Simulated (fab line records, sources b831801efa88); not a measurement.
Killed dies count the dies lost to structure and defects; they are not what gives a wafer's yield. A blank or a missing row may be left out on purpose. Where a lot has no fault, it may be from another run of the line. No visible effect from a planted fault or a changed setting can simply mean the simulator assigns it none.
fab line records	flow sky130
record lots=12	wafers=36	lastDay=50
route steps=708 shown POLY_CUT@318 SD_N@346 PAD_OPEN@708
lots that met no fault: from a run of the same line without faults
startH: hours from the record's first day to the start of the lot's first wafer shown	waitH: hours since the lot's step before	" identical to the entry in the row above	L1.1+2: a single row standing in for several wafers	- no value, or no start was given	* or withheld: withheld	< > ~ a bound
route shown NAME@n: NAME is a module with steps in the file, n the number in the route of the first one	usual: mean/standard deviation of fault-free wafers	same: alike in all rows	chamber/n: place in a boat	sites: readings site by site	_std_site: standard deviation across them	_edge_site: inner sites' mean taken away from outer sites' mean	radiusMm: how far each site lies from the wafer's centre	mask NAME#n: copy n	behind: the most recent tool/chamber to have shaped the wafer	hold: what put the lot on hold/how long, in hours/how the hold closed	device: whichever transistor did not switch (one of n, p or np)	end of line: the tests these same wafers got at the end of their route	a step with no rows: only its recipe	killed: dies lost to structure and defects at the first sort, not the wafer's yield	map: the dies of a wafer, with x for killed, . for not killed, _ for no die there
set.NAME: setting as actually run; set.NAME@STEP: the setting as run at that earlier step	model.NAME: the simulator's own value behind a step, which no gauge read
one table for each step of the route and one row for each wafer, over a sample of lots
services: a tool's chamber out of use, with start hour (startH, from the record's first day; less than 0 if before it), hours out, and reason
## steps
# step SKY_POLY_CUT_ETCH_11
# recipe target=Si3N4	chemistry=CF4/CH2F2/Ar	stopOn=poly-Si	sourceW=600	biasW=150	pressureMtorr=40	cf4FlowSccm=40	ch2f2FlowSccm=20	Ar_flow_sccm=150	timeS=42.5	targetDepthA=600
# usual drypumpMotorCurrentA=5.6/0.46	oesProductAu=0.828/0.0062	rfFwdPowerW=592.8/2.5	throttleValvePct=14.995/0.0084
# same timeS=42.5
lot.wafer	tool	chamber	startH	waitH	drypumpMotorCurrentA	oesProductAu	rfFwdPowerW	rfHoursCounterH	throttleValvePct
L378.1	rieDiel-01	1	560.30	0.0	6.3	0.830	585.6	11	14.993
L378.3	"	0	"	"	5.9	0.835	594.7	36	14.996
L378.6	"	2	"	"	6.6	0.830	595.8	-	14.977
L379.3	rieDiel-01	2	574.25	0.0	6.6	0.826	593.4	5	14.995
L379.4	"	3	"	"	5.6	0.818	594.0	3	14.979
L379.5	"	2	"	"	6.5	0.822	597.2	-	14.996
L381.1	rieDiel-03	3	593.25	0.0	5.3	0.831	595.9	16	14.995
L381.3	"	2	"	"	5.2	0.825	594.6	69	15.005
L381.4	"	0	"	"	5.2	0.833	593.6	16	14.985
L382.3	rieDiel-03	0	601.78	0.0	5.2	0.831	589.9	16	14.988
L382.5	"	2	"	"	5.1	0.833	592.7	-	14.979
L382.6	"	0	"	"	5.2	0.824	590.1	-	15.005
L383.2	rieDiel-02	2	609.90	0.0	5.9	0.835	594.2	16	15.009
L383.3	"	0	"	"	5.9	0.845	595.6	15	14.996
L383.5	"	0	"	"	5.9	0.840	594.4	-	15.004
L386.2	rieDiel-02	1	635.70	0.0	6.0	0.830	592.0	9	14.996
L386.3	"	3	"	"	5.1	0.831	589.4	17	14.986
L386.6	"	0	"	"	6.0	0.827	592.5	-	15.007
L387.2	rieDiel-03	1	646.55	0.0	5.3	0.828	593.2	2	14.993
L387.3	"	3	"	"	5.3	0.817	595.1	18	14.994
L387.5	"	1	"	"	5.4	0.823	591.6	-	15.003
L388.2	rieDiel-01	1	653.28	0.0	6.4	0.825	588.4	12	14.997
L388.3	"	0	"	"	5.9	0.812	594.1	38	14.995
L388.5	"	0	"	"	5.9	0.820	594.0	-	14.997
L389.2	rieDiel-03	2	676.95	0.0	5.1	0.836	597.4	1	14.977
L389.3	"	3	"	"	5.3	0.834	591.7	19	14.977
L389.4	"	1	"	"	5.3	0.830	590.5	3	15.006
L393.4	rieDiel-03	2	721.10	0.0	5.1	0.839	592.2	2	14.995
L393.5	"	3	"	"	5.3	0.824	595.0	-	15.005
L393.6	"	0	"	"	5.2	0.832	596.1	-	14.993
L396.2	rieDiel-02	0	724.80	0.0	5.9	0.826	592.5	19	14.991
L396.5	"	2	"	"	5.9	0.828	595.1	-	14.990
L396.6	"	3	"	"	5.1	0.827	592.6	-	15.006
L398.1	rieDiel-02	0	736.35	0.0	5.9	0.819	591.1	19	15.002
L398.4	"	2	"	"	5.9	0.832	593.1	20	14.988
L398.5	"	0	"	"	5.9	0.829	592.0	-	14.992
# step SKY_SD_N_EXPOSE_04
# recipe maskId=NSDM	na=0.6	sourceShape=conventional	sigmaOuter=0.6	polarization=unpolarized	targetCdNm=380	doseMj=141
# usual reticleTempC=23.01/0.1
lot.wafer	tool	chamber	startH	waitH	mask	reticleTempC
L378.1	ilineStepper-01	0	634.94	-	NSDM#0	22.87
L378.3	"	0	"	"	NSDM#0	22.94
L378.6	"	0	"	"	NSDM#0	23.05
L379.3	ilineStepper-01	0	648.14	-	NSDM#0	22.88
L379.4	"	0	"	"	NSDM#0	22.93
L379.5	"	0	"	"	NSDM#0	22.91
L381.1	ilineStepper-02	0	666.33	-	NSDM#0	23.09
L381.3	"	0	"	"	NSDM#0	23.11
L381.4	"	0	"	"	NSDM#0	22.89
L382.3	ilineStepper-02	0	673.88	-	NSDM#0	23.10
L382.5	"	0	"	"	NSDM#0	22.99
L382.6	"	0	"	"	NSDM#0	23.09
L383.2	ilineStepper-01	0	682.70	-	NSDM#0	23.01
L383.3	"	0	"	"	NSDM#0	23.11
L383.5	"	0	"	"	NSDM#0	23.04
L386.2	ilineStepper-02	0	706.79	-	NSDM#0	22.86
L386.3	"	0	"	"	NSDM#0	22.98
L386.6	"	0	"	"	NSDM#0	22.96
L387.2	ilineStepper-02	0	715.37	-	NSDM#0	23.08
L387.3	"	0	"	"	NSDM#0	23.07
L387.5	"	0	"	"	NSDM#0	23.00
L388.2	ilineStepper-01	0	723.29	-	NSDM#0	23.11
L388.3	"	0	"	"	NSDM#0	22.93
L388.5	"	0	"	"	NSDM#0	22.96
L389.2	ilineStepper-02	0	746.35	-	NSDM#0	23.04
L389.3	"	0	"	"	NSDM#0	22.85
L389.4	"	0	"	"	NSDM#0	22.97
L393.4	ilineStepper-02	0	788.24	-	NSDM#0	22.91
L393.5	"	0	"	"	NSDM#0	23.05
L393.6	"	0	"	"	NSDM#0	22.94
L396.2	ilineStepper-01	0	791.58	-	NSDM#0	23.02
L396.5	"	0	"	"	NSDM#0	22.99
L396.6	"	0	"	"	NSDM#0	22.98
L398.1	ilineStepper-01	0	802.50	-	NSDM#0	22.96
L398.4	"	0	"	"	NSDM#0	22.84
L398.5	"	0	"	"	NSDM#0	23.08
# step SKY_SD_N_OVL_MEAS_08
# usual SD_N_OVL=0.4/1.3
lot.wafer	tool	chamber	startH	waitH	hold	SD_N_OVL[nm]
L378.1	overlay-02	-	648.76	0.1	-	1.2
L378.3	"	-	"	"	-	1.3
L378.6	"	-	"	"	-	1.4
L379.3	overlay-01	-	661.94	0.1	-	2.4
L379.4	"	-	"	"	-	0.4
L379.5	"	-	"	"	-	2.2
L381.1	overlay-02	-	680.55	0.1	-	-1.0
L381.3	"	-	"	"	-	-1.7
L381.4	"	-	"	"	-	0.3
L382.3	overlay-02	-	687.56	0.1	-	-0.7
L382.5	"	-	"	"	-	-0.9
L382.6	"	-	"	"	-	0.6
L383.2	overlay-02	-	696.96	0.1	-	0.4
L383.3	"	-	"	"	-	0.8
L383.5	"	-	"	"	-	-0.5
L386.2	overlay-01	-	719.96	0.1	-	-1.4
L386.3	"	-	"	"	-	0.3
L386.6	"	-	"	"	-	0.5
L387.2	overlay-02	-	729.23	0.1	awaitDispo/0.2h/release	-82.9
L387.3	"	-	"	"	awaitDispo/0.2h/release	-81.7
L387.5	"	-	"	"	awaitDispo/0.2h/release	-82.5
L387.2	overlay-02	-	729.43	0.2	-	-83.5
L387.3	"	-	"	"	-	-82.4
L387.5	"	-	"	"	-	-83.7
L388.2	overlay-02	-	737.13	0.1	-	-2.0
L388.3	"	-	"	"	-	-1.7
L388.5	"	-	"	"	-	-2.7
L389.2	overlay-02	-	759.96	0.1	awaitDispo/0.2h/release	-80.1
L389.3	"	-	"	"	awaitDispo/0.2h/release	-80.2
L389.4	"	-	"	"	awaitDispo/0.2h/release	-81.1
L389.2	overlay-02	-	760.16	0.2	-	-80.8
L389.3	"	-	"	"	-	-81.2
L389.4	"	-	"	"	-	-82.0
L393.4	overlay-02	-	800.79	0.1	awaitDispo/0.2h/release	-80.6
L393.5	"	-	"	"	awaitDispo/0.2h/release	-80.1
L393.6	"	-	"	"	awaitDispo/0.2h/release	-80.3
L393.4	overlay-02	-	801.00	0.2	-	-81.6
L393.5	"	-	"	"	-	-81.7
L393.6	"	-	"	"	-	-80.7
L396.2	overlay-02	-	803.93	0.1	-	1.3
L396.5	"	-	"	"	-	0.7
L396.6	"	-	"	"	-	0.7
L398.1	overlay-02	-	815.96	0.1	-	-0.4
L398.4	"	-	"	"	-	-1.7
L398.5	"	-	"	"	-	-1.4
# step SKY_SD_N_STRIP_11
# recipe chemistry=O2/N2	powerW=1400	pressureMtorr=1500	platenTempC=withheld	o2FlowSccm=3000	n2FlowSccm=300	overashFraction=0.5
# usual drypumpMotorCurrentA=5.55/0.21	oesProductAu=0.528/0.0044	stripTimeToEndpointS=22.55/0.038
lot.wafer	tool	chamber	startH	waitH	drypumpMotorCurrentA	oesProductAu	rfHoursCounterH	stripTimeToEndpointS
L378.1	plasmaAsher-01	0	649.10	0.1	5.48	0.525	22	22.62
L378.3	"	0	"	"	5.48	0.534	-	22.58
L378.6	"	1	"	"	5.21	0.532	-	22.58
L379.3	plasmaAsher-03	1	662.29	0.1	5.95	0.526	-	22.52
L379.4	"	0	"	"	5.44	0.527	-	22.53
L379.5	"	1	"	"	5.96	0.522	-	22.57
L381.1	plasmaAsher-04	0	680.89	0.1	5.70	0.528	96	22.56
L381.3	"	0	"	"	5.70	0.533	-	22.54
L381.4	"	1	"	"	5.37	0.532	-	22.52
L382.3	plasmaAsher-04	1	687.92	0.1	5.41	0.527	-	22.53
L382.5	"	1	"	"	5.40	0.530	-	22.57
L382.6	"	0	"	"	5.67	0.534	-	22.53
L383.2	plasmaAsher-04	0	697.29	0.1	5.69	0.525	98	22.53
L383.3	"	1	"	"	5.42	0.528	-	22.52
L383.5	"	1	"	"	5.41	0.523	-	22.60
L386.2	plasmaAsher-04	0	720.29	0.1	5.68	0.524	100	22.47
L386.3	"	0	"	"	5.68	0.528	-	22.51
L386.6	"	1	"	"	5.39	0.525	-	22.51
L388.2	plasmaAsher-01	0	737.54	0.2	5.47	0.533	31	22.55
L388.3	"	0	"	"	5.45	0.531	-	22.53
L388.5	"	1	"	"	5.21	0.526	-	22.46
L396.2	plasmaAsher-04	1	804.26	0.1	5.37	0.531	6	22.53
L396.5	"	1	"	"	5.38	0.530	-	22.56
L396.6	"	0	"	"	5.70	0.530	-	22.58
L398.1	plasmaAsher-03	1	816.30	0.1	5.96	0.527	103	22.58
L398.4	"	1	"	"	5.95	0.525	-	22.50
L398.5	"	0	"	"	5.44	0.521	-	22.54
# step SKY_SD_N_RS_MEAS_16
# recipe thkMeasGauge=four-point-probe
# usual SD_N_RS=68.64/0.13
lot.wafer	tool	chamber	startH	waitH	SD_N_RS[ohm/sq]
L378.1	filmMetro-02	-	649.49	0.1	68.53
L378.3	"	-	"	"	68.47
L378.6	"	-	"	"	68.56
L379.3	filmMetro-01	-	662.68	0.1	68.53
L379.4	"	-	"	"	68.34
L379.5	"	-	"	"	68.57
L381.1	filmMetro-03	-	681.27	0.1	68.78
L381.3	"	-	"	"	68.75
L381.4	"	-	"	"	68.79
L382.3	filmMetro-01	-	688.31	0.1	68.62
L382.5	"	-	"	"	68.73
L382.6	"	-	"	"	68.84
L383.2	filmMetro-03	-	697.69	0.1	68.81
L383.3	"	-	"	"	68.66
L383.5	"	-	"	"	68.81
L386.2	filmMetro-02	-	720.74	0.1	68.73
L386.3	"	-	"	"	68.57
L386.6	"	-	"	"	68.76
L388.2	filmMetro-02	-	738.00	0.1	68.80
L388.3	"	-	"	"	68.93
L388.5	"	-	"	"	68.79
L396.2	filmMetro-01	-	804.67	0.1	68.54
L396.5	"	-	"	"	68.61
L396.6	"	-	"	"	68.32
L398.1	filmMetro-03	-	816.69	0.1	68.60
L398.4	"	-	"	"	68.56
L398.5	"	-	"	"	68.55
# step SKY_PAD_OPEN_PROBE_99
# usual defectLimitedYield=82.6/1.8	killed_at_M0_to_M3=44/6.9	killed_at_M4_up=3.2/1.8	killedAtContacts=23/5.2	killedAtFrontEnd=15/4.5	killedAtOther=0.3/0.56	killedDies=85/8.8	killedOpen=47/6.7	killedShort=39/6.4	sort_bin_3_pad_short=0.8/0.4	sort_bin_5_function=10.2/1.3	sort_bin_6_memory=6.4/1.1	sortNPass=407/8.8	sortYieldPct=82.6/1.8
# same grossDies=492	killedAtBackSide=0	sort_bin_4_leakage[%]=0	sort_bin_8_speed[%]=0
lot.wafer	tool	chamber	startH	waitH	defectLimitedYield[%]	killed_at_M0_to_M3	killed_at_M4_up	killedAtContacts	killedAtFrontEnd	killedAtOther	killedDies	killedOpen	killedShort	sort_bin_3_pad_short[%]	sort_bin_5_function[%]	sort_bin_6_memory[%]	sortNPass	sortYieldPct[%]
L383.2	prober-02	-	1109.85	0.1	80.1	57	5	23	10	3	98	54	44	0.6	10.4	8.9	394	80.1
L383.3	prober-02	-	1109.90	0.2	82.7	49	0	23	13	0	85	42	43	1.4	8.1	7.7	407	82.7
L383.5	prober-02	-	1110.00	0.2	80.9	47	3	32	12	0	94	48	46	1.4	11.0	6.7	398	80.9
L388.2	prober-01	-	1140.58	0.1	81.9	50	3	22	14	0	89	50	39	0.6	10.2	7.3	403	81.9
L388.3	prober-01	-	1140.63	0.2	81.9	45	6	23	15	0	89	57	32	1.0	10.8	6.3	403	81.9
L388.5	prober-01	-	1140.73	0.2	80.9	41	3	25	25	0	94	44	50	0.4	13.2	5.5	398	80.9
# killed by level:class
L383.2 CONTACT:geometricParticle:open=12 VIA1:geometricParticle:open=10 VIA3:geometricParticle:open=10 VIA1:geometricParticle:short=7 METAL1:geometricParticle:short=7 METAL2:geometricParticle:short=7 CONTACT:geometricParticle:short=6 VIA2:geometricParticle:open=5
L383.3 VIA1:geometricParticle:short=10 CONTACT:geometricParticle:open=9 METAL1:geometricParticle:short=9 VIA3:geometricParticle:open=8 VIA1:geometricParticle:open=7 VIA2:geometricParticle:open=6 CONTACT:geometricParticle:short=5 FIELD_ISO:geometricParticle:open=4
L383.5 CONTACT:geometricParticle:open=13 METAL1:geometricParticle:short=9 VIA2:geometricParticle:open=9 LI_CONTACT:geometricParticle:open=8 VIA1:geometricParticle:open=7 FIELD_ISO:geometricParticle:short=6 METAL2:geometricParticle:short=6 LI_CONTACT:geometricParticle:short=5
L388.2 CONTACT:geometricParticle:open=13 VIA1:geometricParticle:open=10 METAL1:geometricParticle:short=7 VIA1:geometricParticle:short=7 VIA3:geometricParticle:open=7 METAL2:geometricParticle:short=6 POLY_GATE:geometricParticle:open=5 FIELD_ISO:geometricParticle:open=4
L388.3 VIA2:geometricParticle:open=13 LI_CONTACT:geometricParticle:open=9 CONTACT:geometricParticle:open=8 VIA3:geometricParticle:open=8 VIA1:geometricParticle:open=6 FIELD_ISO:geometricParticle:open=5 VIA1:geometricParticle:short=4 METAL2:geometricParticle:short=4
L388.5 VIA1:geometricParticle:open=9 FIELD_ISO:geometricParticle:short=8 CONTACT:geometricParticle:open=8 VIA2:geometricParticle:short=8 LI_CONTACT:geometricParticle:open=7 METAL2:geometricParticle:short=7 VIA3:geometricParticle:open=5 POLY_GATE:geometricParticle:short=5
## services
tool	chamber	startH	hours	kind
ilineStepper-02	-	539.70	2.0	repair
ilineStepper-01	-	581.38	1.7	pm
ilineStepper-02	-	596.16	5.0	repair
rieDiel-03	3	597.84	7.2	repair
rieDiel-01	3	599.54	1.9	repair
ilineStepper-01	-	604.19	4.4	pm
rieDiel-02	1	613.84	1.4	repair
rieDiel-02	-	620.62	0.6	repair
rieDiel-03	1	636.96	4.5	repair
ilineStepper-02	-	646.68	1.7	pm
rieDiel-02	-	674.55	2.8	pm
rieDiel-01	2	695.48	3.9	repair
rieDiel-03	-	703.14	2.8	pm
rieDiel-03	-	713.08	2.2	repair
rieDiel-03	-	716.20	1.1	repair
rieDiel-01	-	718.52	15.6	pm
plasmaAsher-04	-	733.75	9.0	pm
rieDiel-01	-	739.92	0.7	repair
rieDiel-01	3	744.99	7.1	repair
plasmaAsher-04	-	755.20	0.5	repair
rieDiel-02	-	774.47	4.3	pm
rieDiel-02	-	780.49	1.0	repair
ilineStepper-01	-	799.56	1.7	pm
rieDiel-02	3	814.48	7.2	repair
## key
firstSign step=SKY_SD_N_OVL_MEAS_08	reading=visit	direction=added
effect step=SKY_SD_N_OVL_MEAS_08	reading=SD_N_OVL	direction=down	sigmas=63	usual=0.4	struck=-81.0
metAt SKY_SD_N_EXPOSE_04
struckLots L387,L389,L393
scrappedBehind SKY_SD_N_OVL_MEAS_08 L387.2,L387.3,L387.5,L389.2,L389.3,L389.4,L393.4,L393.5,L393.6
notActingAt SKY_POLY_CUT_ETCH_11,SKY_SD_N_STRIP_11,SKY_SD_N_RS_MEAS_16
onsetBetween 706.79 715.37
fault kind=scannerMatchingOverlay	tool=ilineStepper-02	chamber=-	onsetH=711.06	steps=SKY_SD_N_EXPOSE_04	offset=-81.449
